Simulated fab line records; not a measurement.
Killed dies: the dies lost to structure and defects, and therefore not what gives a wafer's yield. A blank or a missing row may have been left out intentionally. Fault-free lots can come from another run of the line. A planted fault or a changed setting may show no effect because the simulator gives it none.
The same fault as seen by 2 desks || flow gf180mcu || each desk holds nothing but its own numbers, with what lay behind them at the end

== AT THE TOOL OWNER'S DESK: implanter-01 ==
The tool's own readings at GF_HV_LDD_IMPLANT_35, given as means over the sampled wafers that have a number, one for each lot that went through this tool. The brackets show how far a lot's mean lies from the usual mean; more than 4 standard deviations puts the lot out of limits, marked OUT.
Columns: A = beam-energy-keV at GF_HV_LDD_IMPLANT_35, usual 60.003; B = faraday-current-uA at GF_HV_LDD_IMPLANT_35, usual 42.2
{"lot": "L336", "first seen here": "day 11 19:26", "A": 59.986, "B": 42.1}
{"lot": "L338", "first seen here": "day 12 10:52", "A": 60.007, "B": 42.0}
{"lot": "L340", "first seen here": "day 13 04:49", "A": 59.987, "B": 42.2}
{"lot": "L347", "first seen here": "day 15 16:48", "A": "62.104 (+99 or more) OUT", "B": 41.7}
{"lot": "L348", "first seen here": "day 15 21:19", "A": "62.104 (+99 or more) OUT", "B": 42.6}
{"lot": "L356", "first seen here": "day 18 10:47", "A": 60.002, "B": 42.8}
{"lot": "L357", "first seen here": "day 18 22:14", "A": 60.016, "B": 42.3}
This desk finds L347, L348 out of limits, L347 being first, at day 15 16:48 (beam-energy-keV at GF_HV_LDD_IMPLANT_35). In limits: L336, L338, L340, L356, L357.

== FROM THE METROLOGY DESK ==
What the gauges read for every lot (on any tool): the sampled wafers with a number, averaged. The brackets show how far a lot's mean lies from the usual mean; more than 4 standard deviations puts the lot out of limits, marked OUT.
Columns: A = POLY_GATE_OVL at GF_POLY_GATE_OVL_MEAS_11, usual -4 nm; B = cd-nm at GF_POLY_GATE_CD_MEAS_18, usual 279.7 nm; C = HV_LDD_03_OVL at GF_HV_LDD_OVL_MEAS_47, usual -1.0 nm
{"lot": "L335", "first seen here": "day 9 08:02", "A": -3, "B": 280.0, "C": 0.2}
{"lot": "L336", "first seen here": "day 9 10:15", "A": 2, "B": 279.0, "C": -1.4}
{"lot": "L337", "first seen here": "day 9 18:26", "A": -5, "B": 277.7, "C": -0.4}
{"lot": "L338", "first seen here": "day 10 01:23", "A": -1, "B": 279.7, "C": -0.3}
{"lot": "L339", "first seen here": "day 10 08:38", "A": -4, "B": 282.7, "C": 0.1}
{"lot": "L340", "first seen here": "day 10 16:41", "A": -7, "B": 276.6, "C": 1.3}
{"lot": "L347", "first seen here": "day 12 23:09", "A": -2, "B": 280.6, "C": 0.2}
{"lot": "L348", "first seen here": "day 13 03:15", "A": 1, "B": 280.0, "C": -3.2}
{"lot": "L351", "first seen here": "day 13 23:48", "A": -3, "B": 277.8, "C": -0.8}
{"lot": "L354", "first seen here": "day 15 00:18", "A": -6, "B": 278.6, "C": -1.2}
{"lot": "L355", "first seen here": "day 15 02:43", "A": -3, "B": 280.5, "C": -0.2}
{"lot": "L356", "first seen here": "day 15 11:51", "A": -12, "B": 274.6, "C": -1.8}
{"lot": "L357", "first seen here": "day 15 22:15", "A": 3, "B": 278.4, "C": -2.1}
{"lot": "L358", "first seen here": "day 16 05:08", "A": -6, "B": 280.2, "C": -0.8}
This desk's verdict: no lot among the 14 shows anything out of limits.

== ALL TOGETHER ==
On L347, L348, at day 15 16:48, an alarm was possible from the tool owner's desk.
At the metrology desk, nothing out of limits was observed.
The metrology desk has L347, L348 on record, within its limits.
The lots listed all ran GF_HV_LDD_IMPLANT_35 on implanter-01.

== WHAT THE SIMULATOR HAD PUT IN ==
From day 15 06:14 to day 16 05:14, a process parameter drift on implanter-01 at GF_HV_LDD_IMPLANT_35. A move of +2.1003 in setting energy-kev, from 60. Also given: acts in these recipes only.
Struck lots among those shown: L347, L348.
Time in hours from fault onset to the first out-of-limits reading at each desk: the tool owner's desk, 11.
